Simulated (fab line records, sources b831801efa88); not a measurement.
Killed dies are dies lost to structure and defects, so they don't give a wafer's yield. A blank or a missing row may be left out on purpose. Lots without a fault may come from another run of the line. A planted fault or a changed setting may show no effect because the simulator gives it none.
fab line records | flow sky130 | part 2 of 2: steps 26 to 35 of 35
record lots=5 wafers=15 last_day=49
route steps=708 shown LDD_N@252 LDD_P@255 LDD_HVN@267 LDD_HVP@278
lots that met no fault: from a run of the same line without faults
start_h: hours from the record's first day to the start of the lot's first wafer shown | wait_h: hours since the lot's step before | " the same as in the row above | L1.1+2: a row that stands for several wafers | - no value, or no start given | * or withheld: withheld | < > ~ a bound
route shown NAME@n: a module of which the file shows steps, and the number in the route of the first | usual: mean/standard deviation of fault-free wafers | same: alike in all rows | chamber/n: place in a boat | sites: the reading at each site | _std_site: their standard deviation | _edge_site: outer sites' mean less inner sites' | radius_mm: how far each site lies from the wafer's centre | mask NAME#n: copy n | behind: the tool/chamber that last shaped the wafer | hold: why the lot was held/for how many hours/how that ended | device: the transistor (n, p or np) that didn't switch | end of line: the same wafers' tests at the end of the route | a step without rows: its recipe alone | killed: dies lost to structure and defects at the first sort, not the wafer's yield | map: a wafer's dies, x killed, . not, _ none there
set.NAME: the setting as run; set.NAME@STEP: as run at that earlier step | model.NAME: the simulator's own value behind a step, which no gauge read
lots at some steps of the route; a table a step, a row a wafer
services: from which hour (start_h, from the record's first day; less than 0 if before it) a tool's chamber was out of use, for how many hours, and why
## steps
# step SKY_LDD_HVN_TW_MEAS_10
# usual LDD_HVN_TW=1433/6.6
# columns lot.wafer tool chamber start_h wait_h LDD_HVN_TW
L076.3 film_metro-02 - 483.67 0.1 1438
L076.5 " - " " 1435
L076.6 " - " " 1427
L077.2 film_metro-03 - 490.53 0.1 1433
L077.3 " - " " 1442
L077.6 " - " " 1433
L083.2 film_metro-04 - 543.41 0.1 1436
L083.4 " - " " 1433
L083.5 " - " " 1429
L089.1 film_metro-04 - 600.55 0.1 1429
L089.3 " - " " 1420
L089.6 " - " " 1426
L091.1 film_metro-03 - 614.50 0.1 1432
L091.2 " - " " 1440
L091.3 " - " " 1430
# step SKY_LDD_HVP_DEHYDRATE_00
# recipe temp_c=200 time_s=60
# usual chill_plate_temp_C=22.99/0.11
# columns lot.wafer tool chamber start_h wait_h chill_plate_temp_C
L076.3 litho_track-02 0 498.53 14.9 22.95
L076.5 " 0 " " 22.99
L076.6 " 0 " " 22.98
L077.2 litho_track-03 0 505.09 14.5 22.95
L077.3 " 0 " " 23.00
L077.6 " 0 " " 22.78
L083.2 litho_track-03 0 558.19 14.8 23.15
L083.4 " 0 " " 22.94
L083.5 " 0 " " 22.95
L089.1 litho_track-04 0 614.62 14.1 23.14
L089.3 " 0 " " 22.94
L089.6 " 0 " " 23.08
L091.1 litho_track-02 0 627.88 13.4 23.09
L091.2 " 0 " " 23.04
L091.3 " 0 " " 23.09
# step SKY_LDD_HVP_HMDS_01
# recipe prime_time_s=60 prime_temp_c=120
# usual chill_plate_temp_C=23.00/0.096
# columns lot.wafer tool chamber start_h wait_h chill_plate_temp_C
L076.3 litho_track-02 0 498.68 0.1 22.93
L076.5 " 0 " " 22.92
L076.6 " 0 " " 22.77
L077.2 litho_track-03 0 505.24 0.1 22.96
L077.3 " 0 " " 23.07
L077.6 " 0 " " 23.10
L083.2 litho_track-03 0 558.34 0.1 23.13
L083.4 " 0 " " 23.05
L083.5 " 0 " " 23.02
L089.1 litho_track-04 0 614.77 0.1 22.96
L089.3 " 0 " " 22.95
L089.6 " 0 " " 22.99
L091.1 litho_track-02 0 628.03 0.1 22.95
L091.2 " 0 " " 22.88
L091.3 " 0 " " 22.98
# step SKY_LDD_HVP_COAT_02
# recipe resist=NOVOLAK spin_rpm=3000 resist_thk_nm=300
# usual chill_plate_temp_C=23.00/0.11
# columns lot.wafer tool chamber start_h wait_h chill_plate_temp_C
L076.3 litho_track-02 0 498.83 0.1 23.05
L076.5 " 0 " " 23.08
L076.6 " 0 " " 23.23
L077.2 litho_track-03 0 505.39 0.1 23.07
L077.3 " 0 " " 23.03
L077.6 " 0 " " 22.98
L083.2 litho_track-03 0 558.49 0.1 22.98
L083.4 " 0 " " 23.08
L083.5 " 0 " " 22.99
L089.1 litho_track-04 0 614.92 0.1 22.84
L089.3 " 0 " " 22.88
L089.6 " 0 " " 22.86
L091.1 litho_track-02 0 628.18 0.1 22.85
L091.2 " 0 " " 22.98
L091.3 " 0 " " 22.94
# step SKY_LDD_HVP_SOFTBAKE_03
# recipe temp_c=90 time_s=60 resist=NOVOLAK
# usual chill_plate_temp_C=23.00/0.12
# columns lot.wafer tool chamber start_h wait_h chill_plate_temp_C
L076.3 litho_track-02 0 498.98 0.1 22.98
L076.5 " 0 " " 23.00
L076.6 " 0 " " 23.00
L077.2 litho_track-03 0 505.54 0.1 22.96
L077.3 " 0 " " 23.01
L077.6 " 0 " " 23.05
L083.2 litho_track-03 0 558.64 0.1 22.94
L083.4 " 0 " " 22.80
L083.5 " 0 " " 23.00
L089.1 litho_track-04 0 615.07 0.1 23.00
L089.3 " 0 " " 23.03
L089.6 " 0 " " 22.94
L091.1 litho_track-02 0 628.33 0.1 22.86
L091.2 " 0 " " 22.83
L091.3 " 0 " " 22.98
# step SKY_LDD_HVP_EXPOSE_04
# recipe mask_id=HVPTM na=0.6 source_shape=conventional sigma_outer=0.6 polarization=unpolarized target_cd_nm=700 dose_mj=86
# same sigma_outer=0.6
# columns lot.wafer tool chamber start_h wait_h mask
L076.3+5+6 iline_stepper-01 0 - - HVPTM#0
L077.2+3+6 iline_stepper-01 0 - - HVPTM#0
L083.2+4+5 iline_stepper-02 0 - - HVPTM#0
L089.1+3+6 iline_stepper-01 0 - - HVPTM#0
L091.1+2+3 iline_stepper-02 0 - - HVPTM#0
# step SKY_LDD_HVP_PEB_05
# recipe temp_c=withheld time_s=* resist=NOVOLAK
# usual chill_plate_temp_C=*
# columns lot.wafer tool chamber start_h wait_h chill_plate_temp_C
L076.3 litho_track-04 0 - - *
L076.5 " 0 " " *
L076.6 " 0 " " *
L077.2 litho_track-03 0 - - *
L077.3 " 0 " " *
L077.6 " 0 " " *
L083.2 litho_track-02 0 - - *
L083.4 " 0 " " *
L083.5 " 0 " " *
L089.1 litho_track-02 0 - - *
L089.3 " 0 " " *
L089.6 " 0 " " *
L091.1 litho_track-03 0 - - *
L091.2 " 0 " " *
L091.3 " 0 " " *
# step SKY_LDD_HVP_DEVELOP_06
# recipe resist=NOVOLAK developer=TMAH develop_time_s=60 dev_temp_c=23
# usual chill_plate_temp_C=23.03/0.11
# columns lot.wafer tool chamber start_h wait_h chill_plate_temp_C
L076.3 litho_track-04 0 514.47 0.1 23.26
L076.5 " 0 " " 23.02
L076.6 " 0 " " 22.97
L077.2 litho_track-03 0 521.19 0.1 23.10
L077.3 " 0 " " 22.90
L077.6 " 0 " " 23.06
L083.2 litho_track-02 0 572.86 0.1 22.88
L083.4 " 0 " " 23.02
L083.5 " 0 " " 22.92
L089.1 litho_track-02 0 629.28 0.1 23.03
L089.3 " 0 " " 23.04
L089.6 " 0 " " 23.08
L091.1 litho_track-03 0 642.46 0.1 23.12
L091.2 " 0 " " 23.08
L091.3 " 0 " " 23.04
# step SKY_LDD_HVP_OVL_MEAS_07
# usual LDD_HVP_OVL=0.0/1.2
# columns lot.wafer tool chamber start_h wait_h LDD_HVP_OVL[nm]
L076.3 overlay-02 - 514.58 0.1 0.9
L076.5 " - " " 1.7
L076.6 " - " " 2.2
L077.2 overlay-01 - 521.32 0.1 0.8
L077.3 " - " " 0.1
L077.6 " - " " -1.6
L083.2 overlay-01 - 572.99 0.1 0.4
L083.4 " - " " 0.3
L083.5 " - " " -0.8
L089.1 overlay-02 - 629.43 0.1 -1.0
L089.3 " - " " -2.0
L089.6 " - " " 0.3
L091.1 overlay-02 - 642.61 0.1 -0.4
L091.2 " - " " 1.1
L091.3 " - " " 1.4
# step SKY_LDD_HVP_IMPLANT_08
# recipe species=B energy_kev=20 dose_cm2=1.7e+13 tilt_deg=17.9
# usual faraday_current_uA=95.9/1.8 tilt_deg=17.902/0.02
# columns lot.wafer tool chamber start_h wait_h faraday_current_uA tilt_deg
L076.3 implanter-01 0 514.66 0.1 98.5 17.925
L076.5 " 0 " " 98.8 17.934
L076.6 " 0 " " 96.9 17.901
L077.2 implanter-02 0 521.37 0.0 94.3 17.912
L077.3 " 0 " " 90.3 17.942
L077.6 " 0 " " 94.9 17.921
L083.2 implanter-03 0 573.05 0.0 94.2 17.890
L083.4 " 0 " " 98.9 17.866
L083.5 " 0 " " 94.6 17.908
L089.1 implanter-01 0 629.47 0.0 97.1 17.897
L089.3 " 0 " " 98.1 17.898
L089.6 " 0 " " 96.3 17.920
L091.1 implanter-01 0 642.65 0.0 95.3 17.915
L091.2 " 0 " " 94.9 17.919
L091.3 " 0 " " 95.2 17.917
## services
# columns tool chamber start_h hours kind
implanter-02 - 403.15 2.8 repair
implanter-02 - 404.96 1.2 repair
iline_stepper-01 - 410.13 1.7 pm
plasma_asher-02 - 419.14 0.8 repair
plasma_asher-01 - 420.99 1.3 repair
plasma_asher-03 - 421.25 9.0 pm
implanter-04 - 429.36 5.8 repair
plasma_asher-01 - 488.50 1.9 repair
implanter-04 - 488.80 3.0 repair
implanter-04 - 491.83 3.5 pm
implanter-03 - 523.86 2.6 repair
implanter-04 - 556.13 16.3 repair
implanter-02 - 569.95 3.3 pm
iline_stepper-01 - 572.21 2.1 pm
iline_stepper-02 - 574.30 1.7 pm
plasma_asher-03 - 588.20 2.9 repair
implanter-01 - 595.62 6.2 repair
implanter-02 - 602.05 3.6 repair
implanter-03 - 605.61 1.4 repair
implanter-04 - 627.97 10.3 pm
iline_stepper-01 - 628.31 1.7 pm
plasma_asher-02 - 633.04 2.8 pm
implanter-03 - 636.23 4.0 repair
plasma_asher-04 - 637.50 14.6 pm
